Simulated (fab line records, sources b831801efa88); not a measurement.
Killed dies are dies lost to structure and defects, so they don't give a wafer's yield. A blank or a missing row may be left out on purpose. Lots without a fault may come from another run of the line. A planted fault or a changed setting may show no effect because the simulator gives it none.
Chamber matching | flow gf180mcu | GF_M5_ETCH_09 on rie_diel-01: 4 sister chambers
The step etches Si3N4 in CF4/O2, target depth 52 nm, time 11.6 s. 4 wafers are shown with their chamber, then 12 later ones without.

WAFERS WITH THEIR CHAMBER
wafer  | chamber | rf_fwd_power_W (W)
L088.2 | 1       | 785
L090.2 | 0       | 786
L090.3 | 3       | 780
L090.5 | 2       | 796

WAFERS WITHOUT THEIR CHAMBER
wafer  | rf_fwd_power_W (W)
L091.1 | 779
L091.4 | 790
L091.5 | 780
L093.2 | 780
L093.4 | 784
L093.5 | 780
L094.2 | 786
L094.3 | 777
L094.5 | 776
L097.4 | 783
L097.5 | 781
L097.6 | 779

WHICH CHAMBER EACH WENT THROUGH
wafer  | from the rows above          | in truth
L091.1 | 3                            | 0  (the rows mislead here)
L091.4 | can't be placed: 0 or 1 or 2 | 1
L091.5 | 3                            | 3
L093.2 | 3                            | 3
L093.4 | can't be placed: 1 or 0 or 3 | 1
L093.5 | 3                            | 3
L094.2 | can't be placed: 0 or 1      | 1
L094.3 | 3                            | 3
L094.5 | 3                            | 3
L097.4 | can't be placed: 1 or 0 or 3 | 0
L097.5 | can't be placed: 3 or 1 or 0 | 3
L097.6 | 3                            | 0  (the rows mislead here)
Placed correctly: 5 of 12. Can't be placed from these rows: 5 (the true chamber is among the candidates in 5). Placed wrongly: 2.
How it was worked out, from the rows above alone: a wafer's distance from a chamber is the root of the sum, over the readings, of the square of ((its reading less the chamber's mean) divided by the reading's scatter). The wafer belongs to the nearest chamber; if the next one is less than 2 further off, it can't be placed. A chamber's mean is the mean of its shown wafers. The scatter: with one shown wafer a chamber, the root of the mean of the squares of how far each hidden wafer lies from its nearest shown one.
